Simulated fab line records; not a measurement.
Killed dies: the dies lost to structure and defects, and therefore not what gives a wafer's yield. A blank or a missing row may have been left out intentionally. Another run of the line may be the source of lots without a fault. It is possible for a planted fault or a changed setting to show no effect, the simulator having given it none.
fab line records	flow sky130
record lots=12	wafers=34	lastDay=50
route steps=708 shown LI_CONTACT@384 METAL1@440 VIA1@479 CAP2M@616 PAD_OPEN@708
lots that met no fault: from a run of the same line without faults
startH: hours from the record's first day to the start of the lot's first wafer shown	waitH: how many hours have passed since the lot's step before this one	" same as the row above	L1.1+2: one row covering several wafers at once	- no value, or no start was given	* or withheld: withheld	< > ~ a bound
route shown NAME@n: names a module that has steps shown in the file, with the first one's number in the route	usual: mean/standard deviation of fault-free wafers	same: alike in all rows	chamber/n: place in a boat	sites: per-site readings	_std_site: standard deviation of those values	_edge_site: inner sites' mean taken away from outer sites' mean	radiusMm: how far each site lies from the wafer's centre	mask NAME#n: copy n	behind: tool/chamber where the wafer was last shaped	hold: what put the lot on hold/how long, in hours/how the hold closed	device: the transistor (n, p or np) that didn't switch	end of line: the same wafers' tests at the end of the route	step lacking rows: just its recipe	killed: dies that structure and defects cost at the first sort, which is not the same as the wafer's yield	map: a wafer's dies, marking killed ones x, the rest . and places with no die _
set.NAME: setting as actually run; set.NAME@STEP: the setting as run at that earlier step	model.NAME: the simulator's own value behind a step, which no gauge read
steps of the route over a sample of lots; a table a step, a row a wafer
services: when a tool's chamber went out of use (startH, in hours from the record's first day, below 0 if earlier), for how many hours, and the reason
## steps
# step SKY_LI_CONTACT_RS_MEAS_22
# recipe thkMeasGauge=four-point-probe	reads=W_of_LI_CONTACT_CVD_21+TiN_of_LI_CONTACT_SPUTTER_20+Ti_of_LI_CONTACT_SPUTTER_19
# usual LI_CONTACT_W_RS=0.282/0.0071
lot.wafer	tool	chamber	startH	waitH	LI_CONTACT_W_RS[ohm/sq]
L182.4	filmMetro-01	-	677.65	0.1	0.288
L182.5	"	-	"	"	0.297
L182.6	"	-	"	"	0.289
L184.1	filmMetro-03	-	690.54	0.1	0.289
L184.4	"	-	"	"	0.292
L184.5	"	-	"	"	0.289
L183.2	filmMetro-04	-	697.34	0.2	0.279
L183.5	"	-	"	"	0.283
L183.6	"	-	"	"	0.280
L186.2	filmMetro-04	-	708.23	0.1	0.291
L186.4	"	-	"	"	0.287
L186.6	"	-	"	"	0.292
L187.2	filmMetro-01	-	724.70	0.1	0.287
L187.4	"	-	"	"	0.287
L187.6	"	-	"	"	0.286
L188.1	filmMetro-01	-	748.86	0.1	0.268
L188.5	"	-	"	"	0.268
L188.6	"	-	"	"	0.285
L192.1	filmMetro-03	-	763.46	0.1	0.267
L192.3	"	-	"	"	0.271
L192.5	"	-	"	"	0.270
L193.2	filmMetro-03	-	767.49	0.1	0.288
L193.3	"	-	"	"	0.270
L193.5	"	-	"	"	0.287
L194.1	filmMetro-03	-	779.89	0.1	0.268
L194.2	"	-	"	"	0.287
L194.6	"	-	"	"	0.267
L201.1	filmMetro-03	-	831.41	0.1	0.286
L201.6	"	-	"	"	0.281
L203.4	filmMetro-01	-	840.65	0.1	0.279
L203.6	"	-	"	"	0.292
L205.1	filmMetro-03	-	853.61	0.1	0.281
L205.2	"	-	"	"	0.281
L205.4	"	-	"	"	0.278
# step SKY_METAL1_THK_MEAS_06
# recipe thkMeasGauge=xrf	reads=AlCu_of_METAL1_SPUTTER_02
# usual METAL1_ALCU_THK=249.4/2.1
lot.wafer	tool	chamber	startH	waitH	METAL1_ALCU_THK[nm]
L182.4	filmMetro-02	-	737.79	0.1	251.8
L182.5	"	-	"	"	252.7
L182.6	"	-	"	"	245.8
L184.1	filmMetro-02	-	750.84	0.1	251.4
L184.4	"	-	"	"	251.0
L184.5	"	-	"	"	252.9
L183.2	filmMetro-04	-	756.89	0.1	246.9
L183.5	"	-	"	"	247.5
L183.6	"	-	"	"	250.7
L186.2	filmMetro-04	-	767.99	0.1	248.4
L186.4	"	-	"	"	249.6
L186.6	"	-	"	"	249.5
L187.2	filmMetro-04	-	782.48	0.1	250.9
L187.4	"	-	"	"	252.7
L187.6	"	-	"	"	250.8
L188.1	filmMetro-03	-	806.15	0.1	252.7
L188.5	"	-	"	"	252.5
L188.6	"	-	"	"	249.7
L192.1	filmMetro-03	-	820.35	0.1	249.0
L192.3	"	-	"	"	247.2
L192.5	"	-	"	"	248.7
L193.2	filmMetro-04	-	824.67	0.1	251.5
L193.3	"	-	"	"	250.0
L193.5	"	-	"	"	250.0
L194.1	filmMetro-03	-	836.99	0.1	250.9
L194.2	"	-	"	"	252.3
L194.6	"	-	"	"	253.8
L201.1	filmMetro-02	-	887.09	0.1	251.4
L201.6	"	-	"	"	250.2
L203.4	filmMetro-03	-	897.29	0.1	246.0
L203.6	"	-	"	"	250.3
L205.1	filmMetro-04	-	909.18	0.1	246.2
L205.2	"	-	"	"	248.3
L205.4	"	-	"	"	246.7
# step SKY_VIA1_CVD_21
# recipe material=W	targetThkNm=270	timeS=80.902	tempC=400	pressureTorr=40
# usual chamberPressureTorr=40.00/0.09	heaterPowerW=844/72
lot.wafer	tool	chamber	startH	waitH	chamberPressureTorr	heaterPowerW
L182.4	cvdW-02	0	794.63	0.1	40.06	754
L182.5	"	1	"	"	39.90	879
L182.6	"	0	"	"	39.85	732
L184.1	cvdW-02	0	805.86	0.0	39.90	754
L184.4	"	0	"	"	40.06	737
L184.5	"	0	"	"	39.93	741
L183.2	cvdW-01	1	813.31	0.0	40.07	949
L183.5	"	1	"	"	40.07	963
L183.6	"	0	"	"	40.06	895
L186.2	cvdW-02	0	824.17	0.0	39.94	755
L186.4	"	1	"	"	40.04	900
L186.6	"	1	"	"	40.14	887
L187.2	cvdW-01	1	837.48	0.0	40.09	964
L187.4	"	0	"	"	39.91	872
L187.6	"	0	"	"	39.95	877
L188.1	cvdW-02	1	861.16	0.0	40.04	879
L188.5	"	0	"	"	39.98	741
L188.6	"	1	"	"	40.02	885
L192.1	cvdW-02	1	875.01	0.0	39.95	877
L192.3	"	1	"	"	39.83	890
L192.5	"	1	"	"	39.93	901
L193.2	cvdW-02	1	879.35	0.0	39.94	901
L193.3	"	1	"	"	39.93	887
L193.5	"	0	"	"	39.95	761
L194.1	cvdW-02	1	892.35	0.0	39.98	890
L194.2	"	0	"	"	39.89	756
L194.6	"	1	"	"	39.90	903
L201.1	cvdW-01	0	940.00	0.0	40.07	817
L201.6	"	0	"	"	40.19	823
L203.4	cvdW-01	1	950.24	0.1	39.96	924
L203.6	"	1	"	"	40.05	913
L205.1	cvdW-01	0	961.95	0.0	40.07	817
L205.2	"	1	"	"	39.99	915
L205.4	"	0	"	"	39.98	813
# step SKY_CAP2M_METAL_ETCH_13
# recipe targetDepthNm=220	stopOn=SiO2	chemistry=Cl2/BCl3	target=TiN	pressureMtorr=10	icpW=900	biasW=48.5	Cl2_flow_sccm=60	bcl3FlowSccm=30	timeS=62.9
# usual drypumpMotorCurrentA=5.67/0.3	oesProductAu=0.939/0.0061	throttleValvePct=21.903/0.01
lot.wafer	tool	chamber	startH	waitH	drypumpMotorCurrentA	oesProductAu	rfHoursCounterH	throttleValvePct
L182.4	rieMetal-04	1	955.18	0.0	5.63	0.948	-	21.872
L182.5	"	0	"	"	5.60	0.947	-	21.911
L182.6	"	1	"	"	5.62	0.938	-	21.901
L184.1	rieMetal-03	1	967.40	0.0	5.90	0.937	11	21.901
L184.4	"	1	"	"	5.91	0.940	-	21.913
L184.5	"	0	"	"	6.06	0.934	-	21.910
L183.2	rieMetal-02	0	975.42	0.0	5.07	0.949	9	21.897
L183.5	"	0	"	"	5.06	0.941	-	21.915
L183.6	"	1	"	"	5.98	0.942	-	21.908
L186.2	rieMetal-02	1	984.65	0.0	6.02	0.939	12	21.895
L186.4	"	1	"	"	6.00	0.935	-	21.892
L186.6	"	1	"	"	6.03	0.930	-	21.914
L187.2	rieMetal-04	1	995.75	0.0	5.58	0.941	16	21.898
L187.4	"	0	"	"	5.60	0.935	-	21.922
L187.6	"	0	"	"	5.59	0.940	-	21.911
L188.1	rieMetal-04	0	1016.35	0.0	5.59	0.939	15	21.897
L188.5	"	1	"	"	5.62	0.939	-	21.888
L188.6	"	0	"	"	5.60	0.943	-	21.890
L192.1	rieMetal-04	0	1028.21	0.0	5.61	0.942	16	21.892
L192.3	"	1	"	"	5.61	0.950	-	21.902
L192.5	"	0	"	"	5.58	0.943	-	21.897
L193.2	rieMetal-04	1	1033.55	0.0	5.60	0.941	18	21.914
L193.3	"	1	"	"	5.62	0.938	-	21.910
L193.5	"	0	"	"	5.57	0.938	-	21.914
L194.1	rieMetal-04	0	1045.02	0.0	5.60	0.947	17	21.901
L194.2	"	0	"	"	5.60	0.930	-	21.906
L194.6	"	0	"	"	5.61	0.941	-	21.886
L201.1	rieMetal-04	0	1085.96	0.0	5.62	0.911	20	21.917
L201.6	"	0	"	"	5.62	0.933	-	21.902
L203.4	rieMetal-04	0	1094.48	0.0	5.63	0.917	-	21.936
L203.6	"	1	"	"	5.63	0.939	-	21.909
L205.1	rieMetal-02	0	1103.71	0.0	5.04	0.937	16	21.918
L205.2	"	1	"	"	6.01	0.936	20	21.899
L205.4	"	1	"	"	5.98	0.932	-	21.905
# step SKY_CAP2M_STRIP_14
# recipe chemistry=O2/N2	powerW=1400	pressureMtorr=1500	platenTempC=withheld	o2FlowSccm=3000	n2FlowSccm=300	overashFraction=0.5
# usual drypumpMotorCurrentA=5.54/0.24	oesProductAu=0.710/0.0046	stripTimeToEndpointS=12.62/0.046
lot.wafer	tool	chamber	startH	waitH	drypumpMotorCurrentA	oesProductAu	rfHoursCounterH	stripTimeToEndpointS
L182.4	plasmaAsher-03	1	955.27	0.1	5.58	0.700	-	12.66
L182.5	"	1	"	"	5.56	0.712	-	12.58
L182.6	"	0	"	"	5.54	0.709	-	12.62
L184.1	plasmaAsher-02	0	967.48	0.1	5.81	0.715	108	12.64
L184.4	"	0	"	"	5.81	0.711	-	12.69
L184.5	"	0	"	"	5.80	0.702	-	12.67
L183.2	plasmaAsher-04	0	975.50	0.1	5.87	0.716	87	12.62
L183.5	"	1	"	"	5.35	0.708	-	12.60
L183.6	"	0	"	"	5.85	0.709	-	12.64
L186.2	plasmaAsher-04	1	984.73	0.1	5.37	0.707	88	12.58
L186.4	"	1	"	"	5.37	0.715	-	12.62
L186.6	"	0	"	"	5.84	0.715	-	12.62
L187.2	plasmaAsher-03	0	995.83	0.1	5.54	0.716	55	12.57
L187.4	"	0	"	"	5.55	0.714	-	12.58
L187.6	"	1	"	"	5.57	0.709	-	12.61
L188.1	plasmaAsher-03	1	1016.43	0.1	5.56	0.710	58	12.63
L188.5	"	0	"	"	5.55	0.711	-	12.66
L188.6	"	1	"	"	5.58	0.715	-	12.65
L192.1	plasmaAsher-03	1	1028.28	0.1	5.59	0.709	60	12.67
L192.3	"	1	"	"	5.57	0.712	-	12.77
L192.5	"	0	"	"	5.54	0.712	-	12.71
L193.2	plasmaAsher-03	0	1033.63	0.1	5.54	0.711	60	12.67
L193.3	"	1	"	"	5.56	0.703	-	12.71
L193.5	"	0	"	"	5.55	0.723	-	12.63
L194.1	plasmaAsher-03	0	1045.17	0.1	5.57	0.705	62	12.68
L194.2	"	1	"	"	5.58	0.713	62	12.62
L194.6	"	1	"	"	5.59	0.714	-	12.65
L201.1	plasmaAsher-02	0	1086.03	0.1	5.82	0.712	3	12.84
L201.6	"	0	"	"	5.79	0.711	-	12.64
L203.4	plasmaAsher-03	0	1094.57	0.1	5.57	0.710	-	12.77
L203.6	"	0	"	"	5.58	0.703	-	12.61
L205.1	plasmaAsher-03	0	1103.78	0.1	5.54	0.714	69	12.57
L205.2	"	1	"	"	5.55	0.707	69	12.58
L205.4	"	0	"	"	5.54	0.710	-	12.62
# step SKY_PAD_OPEN_PROBE_99
# usual defectLimitedYield=82.5/2	killed_at_M0_to_M3=44/7	killed_at_M4_up=3.0/1.7	killedAtContacts=24/5.2	killedAtFrontEnd=15/4.8	killedAtOther=0.2/0.56	killedDies=86/9.7	killedOpen=47/7.1	killedShort=39/6.3
# same grossDies=492	killedAtBackSide=0
lot.wafer	tool	chamber	startH	waitH	hold	defectLimitedYield[%]	killed_at_M0_to_M3	killed_at_M4_up	killedAtContacts	killedAtFrontEnd	killedAtOther	killedDies	killedOpen	killedShort
L182.4	prober-02	-	1078.09	0.2	-	79.7	55	2	22	21	0	100	52	46
L182.5	prober-02	-	1078.14	0.2	-	82.7	47	1	16	20	1	85	40	44
L182.6	prober-02	-	1078.19	0.2	-	81.7	55	4	16	14	1	90	57	33
L184.1	prober-01	-	1088.22	0.1	-	82.7	46	3	27	9	0	85	44	41
L184.4	prober-01	-	1088.37	0.2	-	83.5	36	3	26	16	0	81	46	34
L184.5	prober-01	-	1088.42	0.2	-	84.8	31	5	27	12	0	75	44	31
L183.2	prober-02	-	1096.88	0.1	-	82.7	45	2	24	14	0	85	48	37
L183.5	prober-02	-	1097.03	0.2	-	81.7	46	4	20	19	1	90	46	43
L183.6	prober-02	-	1097.08	0.2	-	83.1	47	4	24	8	0	83	43	40
L186.2	prober-02	-	1102.80	0.1	-	83.3	35	4	25	18	0	82	47	35
L186.4	prober-02	-	1102.90	0.2	-	86.6	37	6	14	9	0	66	31	35
L186.6	prober-02	-	1103.00	0.2	-	85.2	38	5	19	11	0	73	33	39
L187.2	prober-01	-	1112.09	0.1	-	79.3	45	7	24	26	0	102	52	50
L187.4	prober-01	-	1112.19	0.2	-	81.7	50	2	20	18	0	90	47	43
L187.6	prober-01	-	1112.29	0.2	-	85.0	42	1	22	9	0	74	43	31
L188.1	prober-01	-	1130.08	0.1	-	85.0	34	1	31	7	1	74	49	25
L188.5	prober-01	-	1130.28	0.2	-	83.3	42	6	20	14	0	82	41	41
L188.6	prober-01	-	1130.33	0.2	-	83.9	37	3	30	9	0	79	48	31
L192.1	prober-02	-	1141.12	0.1	-	82.7	46	4	23	12	0	85	39	46
L192.3	prober-02	-	1141.22	0.2	-	80.7	44	8	21	22	0	95	48	46
L192.5	prober-02	-	1141.32	0.2	-	85.8	34	4	25	7	0	70	37	33
L193.2	prober-01	-	1144.82	0.1	-	84.6	47	0	20	9	0	76	42	32
L193.3	prober-01	-	1144.87	0.2	-	84.1	30	2	30	16	0	78	41	37
L193.5	prober-01	-	1144.97	0.2	-	82.9	47	1	22	14	0	84	42	42
L194.1	prober-02	-	1155.19	0.1	-	80.7	47	5	32	11	0	95	56	39
L194.2	prober-02	-	1155.24	0.1	-	81.3	51	3	25	11	2	92	56	34
L194.6	prober-02	-	1155.44	0.2	-	81.5	47	5	29	8	2	91	54	37
L201.1	prober-01	-	1187.75	0.1	awaitDispo/1.7h/release	55.9	37	3	20	10	147	217	41	29
L201.6	prober-01	-	1188.00	0.2	awaitDispo/1.7h/release	84.8	33	0	20	22	0	75	42	32
L203.4	prober-02	-	1194.10	0.2	awaitDispo/4.9h/release	10.6	38	3	17	16	366	440	41	33
L203.6	prober-02	-	1194.20	0.2	awaitDispo/4.9h/release	80.9	47	3	24	20	0	94	63	31
L205.1	prober-02	-	1200.04	0.1	-	81.7	40	3	32	15	0	90	54	36
L205.2	prober-02	-	1200.09	0.1	-	81.9	36	5	29	19	0	89	45	42
L205.4	prober-02	-	1200.19	0.2	-	78.5	64	3	22	17	0	106	50	55
# killed by level:class
L182.4 VIA1:geometricParticle:open=11 METAL2:geometricParticle:short=10 LI_CONTACT:geometricParticle:open=8 CONTACT:geometricParticle:open=8 VIA2:geometricParticle:open=8 FIELD_ISO:geometricParticle:short=6 VIA1:geometricParticle:short=5 POLY_GATE:geometricParticle:open=4
L182.5 VIA1:geometricParticle:open=9 FIELD_ISO:geometricParticle:short=8 LI_CONTACT:geometricParticle:open=7 VIA2:geometricParticle:open=7 VIA3:geometricParticle:open=6 VIA2:geometricParticle:short=5 METAL3:geometricParticle:short=5 METAL2:geometricParticle:short=4
L182.6 VIA1:geometricParticle:open=26 LI_CONTACT:geometricParticle:open=8 VIA2:geometricParticle:open=7 FIELD_ISO:geometricParticle:open=5 POLY_GATE:geometricParticle:short=4 METAL1:geometricParticle:short=4 VIA1:geometricParticle:short=4 METAL4:geometricParticle:short=4
L184.1 LI_CONTACT:geometricParticle:open=8 VIA1:geometricParticle:open=8 VIA2:geometricParticle:open=7 CONTACT:geometricParticle:open=6 VIA1:geometricParticle:short=6 LOCAL_INTERCONNECT:geometricParticle:short=5 METAL1:geometricParticle:short=5 VIA3:geometricParticle:open=5
L184.4 CONTACT:geometricParticle:open=11 VIA1:geometricParticle:open=11 POLY_GATE:geometricParticle:short=7 VIA3:geometricParticle:open=7 LI_CONTACT:geometricParticle:open=6 POLY_GATE:geometricParticle:open=5 METAL3:geometricParticle:short=5 VIA2:geometricParticle:open=3
L184.5 CONTACT:geometricParticle:open=11 VIA1:geometricParticle:open=8 LI_CONTACT:geometricParticle:open=7 VIA2:geometricParticle:open=6 FIELD_ISO:geometricParticle:short=4 LOCAL_INTERCONNECT:geometricParticle:short=4 VIA3:geometricParticle:open=4 FIELD_ISO:geometricParticle:open=3
L183.2 VIA1:geometricParticle:open=10 CONTACT:geometricParticle:open=9 METAL2:geometricParticle:short=8 LI_CONTACT:geometricParticle:open=7 VIA3:geometricParticle:open=6 POLY_GATE:geometricParticle:open=5 CONTACT:geometricParticle:short=5 VIA2:geometricParticle:open=5
L183.5 CONTACT:geometricParticle:open=11 VIA1:geometricParticle:open=10 POLY_GATE:geometricParticle:short=7 VIA1:geometricParticle:short=7 POLY_GATE:geometricParticle:open=6 VIA2:geometricParticle:open=6 METAL2:geometricParticle:short=5 VIA2:geometricParticle:short=5
L183.6 VIA1:geometricParticle:open=10 LI_CONTACT:geometricParticle:open=9 LI_CONTACT:geometricParticle:short=5 CONTACT:geometricParticle:open=5 METAL1:geometricParticle:short=5 VIA1:geometricParticle:short=5 METAL2:geometricParticle:short=5 METAL1:geometricParticle:open=4
L186.2 CONTACT:geometricParticle:open=12 VIA3:geometricParticle:open=6 LI_CONTACT:geometricParticle:open=6 METAL1:geometricParticle:short=6 VIA1:geometricParticle:open=5 METAL2:geometricParticle:short=5 FIELD_ISO:geometricParticle:open=4 VIA1:geometricParticle:short=4
L186.4 VIA2:geometricParticle:open=7 CONTACT:geometricParticle:open=6 METAL2:geometricParticle:short=6 METAL4:geometricParticle:short=6 FIELD_ISO:geometricParticle:short=4 LI_CONTACT:geometricParticle:open=4 VIA1:geometricParticle:short=4 VIA1:geometricParticle:open=4
L186.6 VIA2:geometricParticle:open=9 METAL2:geometricParticle:short=8 CONTACT:geometricParticle:open=6 VIA1:geometricParticle:open=5 FIELD_ISO:geometricParticle:short=4 VIA3:geometricParticle:open=4 CONTACT:geometricParticle:short=4 LI_CONTACT:geometricParticle:short=3
L187.2 CONTACT:geometricParticle:open=10 FIELD_ISO:geometricParticle:open=8 VIA1:geometricParticle:short=7 METAL2:geometricParticle:short=7 CONTACT:geometricParticle:short=5 METAL1:geometricParticle:short=5 VIA1:geometricParticle:open=5 VIA3:geometricParticle:open=5
L187.4 VIA1:geometricParticle:open=10 VIA3:geometricParticle:open=10 METAL1:geometricParticle:short=8 FIELD_ISO:geometricParticle:open=6 CONTACT:geometricParticle:open=6 FIELD_ISO:geometricParticle:short=5 LI_CONTACT:geometricParticle:short=4 CONTACT:geometricParticle:short=4
L187.6 VIA3:geometricParticle:open=9 VIA1:geometricParticle:open=9 CONTACT:geometricParticle:open=8 METAL1:geometricParticle:short=5 VIA2:geometricParticle:open=5 FIELD_ISO:geometricParticle:open=4 CONTACT:geometricParticle:short=4 LOCAL_INTERCONNECT:geometricParticle:short=3
L188.1 LI_CONTACT:geometricParticle:open=13 VIA1:geometricParticle:open=11 CONTACT:geometricParticle:open=8 VIA2:geometricParticle:open=7 CONTACT:geometricParticle:short=6 VIA3:geometricParticle:open=6 METAL2:geometricParticle:short=4 LOCAL_INTERCONNECT:geometricParticle:short=3
L188.5 METAL2:geometricParticle:short=10 VIA1:geometricParticle:open=9 CONTACT:geometricParticle:open=6 CONTACT:geometricParticle:short=6 VIA2:geometricParticle:open=6 METAL1:geometricParticle:short=5 FIELD_ISO:geometricParticle:open=4 METAL4:geometricParticle:short=4
L188.6 CONTACT:geometricParticle:open=11 LI_CONTACT:geometricParticle:open=8 VIA3:geometricParticle:open=8 VIA1:geometricParticle:open=7 LI_CONTACT:geometricParticle:short=5 VIA2:geometricParticle:open=5 VIA1:geometricParticle:short=4 VIA2:geometricParticle:short=4
L192.1 VIA2:geometricParticle:open=11 METAL1:geometricParticle:short=10 VIA1:geometricParticle:short=7 LOCAL_INTERCONNECT:geometricParticle:short=6 LI_CONTACT:geometricParticle:open=5 FIELD_ISO:geometricParticle:open=4 CONTACT:geometricParticle:open=4 LI_CONTACT:geometricParticle:short=4
L192.3 VIA1:geometricParticle:open=12 FIELD_ISO:geometricParticle:short=10 CONTACT:geometricParticle:open=9 VIA3:geometricParticle:open=7 METAL4:geometricParticle:short=6 VIA1:geometricParticle:short=5 CONTACT:geometricParticle:short=4 VIA2:geometricParticle:open=4
L192.5 METAL1:geometricParticle:short=8 VIA1:geometricParticle:open=8 CONTACT:geometricParticle:short=7 CONTACT:geometricParticle:open=7 LI_CONTACT:geometricParticle:open=5 VIA2:geometricParticle:open=5 METAL4:geometricParticle:short=4 SPACER:geometricParticle:open=3
L193.2 VIA1:geometricParticle:open=15 CONTACT:geometricParticle:open=7 METAL1:geometricParticle:short=5 VIA2:geometricParticle:open=5 VIA2:geometricParticle:short=5 CONTACT:geometricParticle:short=4 LOCAL_INTERCONNECT:geometricParticle:short=4 LI_CONTACT:geometricParticle:open=3
L193.3 LI_CONTACT:geometricParticle:open=10 LI_CONTACT:geometricParticle:short=7 VIA1:geometricParticle:open=7 FIELD_ISO:geometricParticle:open=6 FIELD_ISO:geometricParticle:short=6 CONTACT:geometricParticle:open=6 VIA3:geometricParticle:open=5 VIA2:geometricParticle:short=5
L193.5 CONTACT:geometricParticle:open=10 METAL2:geometricParticle:short=10 VIA3:geometricParticle:open=9 VIA1:geometricParticle:open=8 VIA2:geometricParticle:open=7 LI_CONTACT:geometricParticle:open=4 VIA1:geometricParticle:short=4 FIELD_ISO:geometricParticle:open=3
L194.1 VIA1:geometricParticle:open=13 CONTACT:geometricParticle:open=11 VIA3:geometricParticle:open=8 LI_CONTACT:geometricParticle:open=8 VIA3:geometricParticle:short=7 VIA2:geometricParticle:open=7 LOCAL_INTERCONNECT:geometricParticle:short=6 VIA1:geometricParticle:short=5
L194.2 VIA1:geometricParticle:open=13 CONTACT:geometricParticle:open=12 VIA3:geometricParticle:open=9 VIA1:geometricParticle:short=7 VIA2:geometricParticle:open=7 LI_CONTACT:geometricParticle:open=5 LOCAL_INTERCONNECT:geometricParticle:short=5 METAL1:geometricParticle:short=4
L194.6 VIA1:geometricParticle:open=13 CONTACT:geometricParticle:open=10 LI_CONTACT:geometricParticle:open=8 VIA3:geometricParticle:open=7 VIA2:geometricParticle:short=7 METAL1:geometricParticle:short=6 CONTACT:geometricParticle:short=5 FIELD_ISO:geometricParticle:open=4
L201.1 CAP2M:areaEtch=147 VIA1:geometricParticle:open=9 CONTACT:geometricParticle:open=8 METAL1:geometricParticle:short=6 VIA2:geometricParticle:open=5 VIA3:geometricParticle:open=5 LI_CONTACT:geometricParticle:open=4 VIA1:geometricParticle:short=4
L201.6 CONTACT:geometricParticle:open=11 VIA1:geometricParticle:open=8 FIELD_ISO:geometricParticle:open=7 POLY_GATE:geometricParticle:short=5 VIA2:geometricParticle:open=5 FIELD_ISO:geometricParticle:short=4 METAL2:geometricParticle:short=4 LI_CONTACT:geometricParticle:open=3
L203.4 CAP2M:areaEtch=366 VIA1:geometricParticle:open=9 LI_CONTACT:geometricParticle:open=7 VIA2:geometricParticle:open=7 POLY_GATE:geometricParticle:short=5 FIELD_ISO:geometricParticle:open=4 VIA3:geometricParticle:open=4 LOCAL_INTERCONNECT:geometricParticle:short=3
L203.6 VIA1:geometricParticle:open=13 VIA2:geometricParticle:open=11 LI_CONTACT:geometricParticle:open=9 CONTACT:geometricParticle:open=9 FIELD_ISO:geometricParticle:open=7 FIELD_ISO:geometricParticle:short=6 VIA2:geometricParticle:short=5 VIA3:geometricParticle:open=5
L205.1 CONTACT:geometricParticle:open=11 LI_CONTACT:geometricParticle:open=9 VIA2:geometricParticle:open=8 VIA1:geometricParticle:open=7 METAL2:geometricParticle:short=7 POLY_GATE:geometricParticle:open=5 LOCAL_INTERCONNECT:geometricParticle:short=5 CONTACT:geometricParticle:short=5
L205.2 CONTACT:geometricParticle:open=10 VIA2:geometricParticle:open=7 FIELD_ISO:geometricParticle:short=6 VIA3:geometricParticle:open=6 CONTACT:geometricParticle:short=5 VIA1:geometricParticle:open=5 FIELD_ISO:geometricParticle:open=4 LI_CONTACT:geometricParticle:short=4
L205.4 VIA1:geometricParticle:short=11 VIA2:geometricParticle:open=10 VIA1:geometricParticle:open=9 METAL2:geometricParticle:short=9 VIA3:geometricParticle:open=8 LI_CONTACT:geometricParticle:open=7 FIELD_ISO:geometricParticle:short=6 CONTACT:geometricParticle:open=6
## services
tool	chamber	startH	hours	kind
rieMetal-04	-	791.00	2.8	pm
plasmaAsher-02	-	793.68	1.0	repair
plasmaAsher-03	-	827.67	14.6	pm
cvdW-01	-	865.50	1.5	repair
plasmaAsher-02	-	866.62	2.1	repair
cvdW-01	-	887.66	6.9	pm
plasmaAsher-02	-	895.72	4.4	repair
cvdW-01	-	904.00	14.0	pm
rieMetal-04	0	908.29	1.8	repair
rieMetal-04	0	923.60	20.7	repair
cvdW-01	-	940.28	2.8	pm
cvdW-02	1	943.49	7.7	repair
rieMetal-04	-	959.22	4.3	pm
plasmaAsher-03	-	959.30	0.5	repair
plasmaAsher-04	-	962.02	3.4	repair
plasmaAsher-02	-	984.34	15.6	pm
plasmaAsher-04	-	995.30	28.1	pm
rieMetal-04	-	1008.66	1.3	repair
plasmaAsher-02	-	1010.77	29.0	pm
rieMetal-04	1	1042.70	9.7	repair
cvdW-02	0	1043.97	16.5	repair
plasmaAsher-04	-	1064.37	37.5	pm
rieMetal-02	0	1069.45	2.6	repair
cvdW-02	-	1079.34	0.2	repair
## key
firstSign step=SKY_CAP2M_METAL_ETCH_13	reading=oesProductAu	direction=down	sigmas=4.1	usual=0.939	struck=0.914
effect step=SKY_CAP2M_STRIP_14	reading=stripTimeToEndpointS	direction=up	sigmas=3.9	usual=*	struck=*
effect step=SKY_PAD_OPEN_PROBE_99	reading=killedAtOther	direction=up	sigmas=99+	usual=0.2	struck=256.5
moreKillsBornAt SKY_CAP2M_METAL_ETCH_13@rieMetal-04=513
metAt SKY_CAP2M_METAL_ETCH_13
struckLots L201,L203
struckWafers L201.1,L203.4
laterRowsLeftOut L203.4
notActingAt SKY_LI_CONTACT_RS_MEAS_22,SKY_METAL1_THK_MEAS_06,SKY_VIA1_CVD_21
onsetBetween 1045.02 1085.96
fault kind=processParameterDrift	tool=rieMetal-04	chamber=-	onsetH=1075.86	steps=SKY_CAP2M_METAL_ETCH_13	channel=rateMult	offset=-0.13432	shape=step	endH=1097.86	scope=struckWafersOnly
# laterRowsLeftOut: the simulator's readings of these wafers behind a module that went badly wrong aren't trusted and aren't shown, but for the sort
